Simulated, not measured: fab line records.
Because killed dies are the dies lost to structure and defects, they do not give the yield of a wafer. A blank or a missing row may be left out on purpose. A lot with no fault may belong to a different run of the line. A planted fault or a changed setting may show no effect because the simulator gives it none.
The tool behind it: which one?    flow gf180mcu    11 lots, 33 wafers sampled, at 5 steps of a route of 602

## WHAT THE GAUGES SHOWED, per wafer
GF_V5_THK_MEAS_01.
lot   measured      on            V5_CVD_00_THK (nm)
L521  day 26 05:25  filmMetro-01  300 301 300
L522  day 26 16:02  filmMetro-04  302 302 305
L524  day 27 08:12  filmMetro-04  298 301 296
L525  day 27 14:55  filmMetro-01  296 304 297
L526  day 27 22:19  filmMetro-01  299 301 297
L527  day 28 03:08  filmMetro-04  302 302 306
L528  day 28 11:40  filmMetro-02  301 298 298
L534  day 30 14:57  filmMetro-01  298 303 304
L540  day 31 23:47  filmMetro-04  303 296 307
L542  day 32 10:04  filmMetro-02  299 302 298
L543  day 32 14:32  filmMetro-01  297 299 295

GF_PASSIVATION_THK_MEAS_01.
lot   measured      on            PASSIVATION_CVD_00_THK (nm)
L521  day 28 00:35  filmMetro-04  998 996 1013
L522  day 28 11:37  filmMetro-01  1001 1004 1005
L524  day 29 03:34  filmMetro-04  1010 1006 1006
L525  day 29 09:32  filmMetro-01  999 997 1012
L526  day 29 15:32  filmMetro-04  1014 998 1022
L527  day 29 20:47  filmMetro-04  999 1014 1029
L528  day 30 06:04  filmMetro-01  987 1010 1008
L534  day 32 05:10  filmMetro-01  1450 991 1012 1450 991 1012
L540  day 33 12:29  filmMetro-04  1013 1041 1021
L542  day 33 21:35  filmMetro-04  992 990 998
L543  day 34 01:17  filmMetro-04  987 1030 1004

## TOOL THAT RAN EACH LOT (tool first, then ch and the chambers of the sampled wafers, then the start)
lot   GF_MIM_METAL_ETCH_19              GF_TOP_METAL_STRIP_17                GF_PASSIVATION_CVD_00
L521  rieMetal-03 ch 0,1, day 25 06:35  plasmaAsher-02 ch 1, day 27 23:55    pecvd-04 ch 0,1, day 28 00:29
L522  rieMetal-02 ch 0,1, day 25 17:15  plasmaAsher-02 ch 0,1, day 28 10:35  pecvd-03 ch 1,2, day 28 11:31
L524  rieMetal-03 ch 0,1, day 26 09:56  plasmaAsher-03 ch 0,1, day 29 02:41  pecvd-04 ch 0,1,2, day 29 03:30
L525  rieMetal-02 ch 1, day 26 17:27    plasmaAsher-03 ch 0,1, day 29 08:55  pecvd-03 ch 1,2, day 29 09:27
L526  rieMetal-03 ch 0,1, day 27 00:56  plasmaAsher-02 ch 0, day 29 14:52    pecvd-03 ch 0,2, day 29 15:24
L527  rieMetal-02 ch 0,1, day 27 06:39  plasmaAsher-03 ch 0,1, day 29 19:47  pecvd-04 ch 0,1, day 29 20:41
L528  rieMetal-04 ch 0,1, day 27 14:29  plasmaAsher-02 ch 0,1, day 30 05:27  pecvd-01 ch 0,1,2, day 30 05:59
L534  rieMetal-02 ch 0,1, day 29 19:29  plasmaAsher-01 ch 0,1, day 32 04:31  pecvd-04 ch 0,1,2, day 32 05:05
L540  rieMetal-04 ch 0,1, day 31 05:01  plasmaAsher-02 ch 0,1, day 33 11:53  pecvd-03 ch 1,2, day 33 12:23
L542  rieMetal-04 ch 0,1, day 31 16:20  plasmaAsher-01 ch 0, day 33 20:52    pecvd-03 ch 0,2, day 33 21:29
L543  rieMetal-02 ch 0,1, day 31 20:14  plasmaAsher-02 ch 0,1, day 34 00:13  pecvd-01 ch 1,2, day 34 01:11
- GF_MIM_METAL_ETCH_19: etches the open film in Cl2/BCl3, stops on Si3N4, target depth 324.5 nm, time 54.1 s.
- GF_TOP_METAL_STRIP_17: strips in O2/N2.
- GF_PASSIVATION_CVD_00: deposits SiO2 from TEOS, target thk 1000 nm, time 111.95 s.

## WHAT THE TOOLS THEMSELVES READ (means of the sampled wafers that have a number; where no wafer has one, the mark that the record gives instead)
GF_MIM_METAL_ETCH_19.
lot   tool         drypumpMotorCurrentA (A)  oesProductAu (a.u.)  throttleValvePct (%)
L521  rieMetal-03  6.6                       0.941                28.281
L522  rieMetal-02  5.5                       0.940                28.280
L524  rieMetal-03  6.5                       0.935                28.288
L525  rieMetal-02  5.6                       0.931                28.296
L526  rieMetal-03  6.5                       0.936                28.287
L527  rieMetal-02  5.5                       0.937                28.296
L528  rieMetal-04  5.8                       0.941                28.291
L534  rieMetal-02  5.5                       0.944                28.292
L540  rieMetal-04  5.3                       0.935                28.284
L542  rieMetal-04  5.8                       0.939                28.284
L543  rieMetal-02  5.5                       0.939                28.281

GF_TOP_METAL_STRIP_17.
lot   tool            drypumpMotorCurrentA (A)  heaterPowerW (W)  oesProductAu (a.u.)  stripTimeToEndpointS (s)
L521  plasmaAsher-02  5.2                       323               0.713                13.67
L522  plasmaAsher-02  5.7                       334               0.710                13.53
L524  plasmaAsher-03  5.2                       322               0.710                13.51
L525  plasmaAsher-03  5.7                       346               0.709                13.25
L526  plasmaAsher-02  5.9                       335               0.708                13.51
L527  plasmaAsher-03  5.7                       345               0.710                13.32
L528  plasmaAsher-02  5.4                       333               0.707                13.28
L534  plasmaAsher-01  6.2                       359               0.709                13.40
L540  plasmaAsher-02  5.7                       325               0.717                13.43
L542  plasmaAsher-01  5.3                       334               0.711                13.54
L543  plasmaAsher-02  5.4                       322               0.711                13.40

GF_PASSIVATION_CVD_00.
lot   tool      heaterPowerW (W)
L521  pecvd-04  553
L522  pecvd-03  682
L524  pecvd-04  698
L525  pecvd-03  695
L526  pecvd-03  713
L527  pecvd-04  544
L528  pecvd-01  609
L534  pecvd-04  660
L540  pecvd-03  658
L542  pecvd-03  781
L543  pecvd-01  711

## THE ANSWER, worked out from the rows above alone
Rule: the lots themselves supply what counts as usual. The widest of any qualifying gaps counts: lots, ordered by their means at a reading, are off when they make up no more than a third of the lots, leave a main group of 4 or more, and stand apart from it by 3 or more times the standard deviation of that group's means. A main group whose means are all the same, to the digits that the tables above print for the reading, isn't used. Also off: a lot with no number at a reading for which 4 or more lots have one. Any other lot the step has rows for is counted as sound. The gauges are gone through in route order, then the tools' own readings, and for those a lot's mean is taken as printed above. The first step at which some lot is off is used, and at that step the reading that is off furthest; a lot without a number counts as furthest.
Off: L534, at GF_PASSIVATION_THK_MEAS_01 (PASSIVATION_CVD_00_THK). The main group has a mean of 1007 nm with a standard deviation of 8.1.
A tool fits if, at a process step before that reading, it ran every lot that is off, and no sound lot after the first of them. The gauges at GF_PASSIVATION_THK_MEAS_01 are tried like those tools. 2 tools fit, pecvd-04 at GF_PASSIVATION_CVD_00 and filmMetro-01 at GF_PASSIVATION_THK_MEAS_01, so this cannot tell which one it is.

## WHAT WAS PUT IN BY THE SIMULATOR
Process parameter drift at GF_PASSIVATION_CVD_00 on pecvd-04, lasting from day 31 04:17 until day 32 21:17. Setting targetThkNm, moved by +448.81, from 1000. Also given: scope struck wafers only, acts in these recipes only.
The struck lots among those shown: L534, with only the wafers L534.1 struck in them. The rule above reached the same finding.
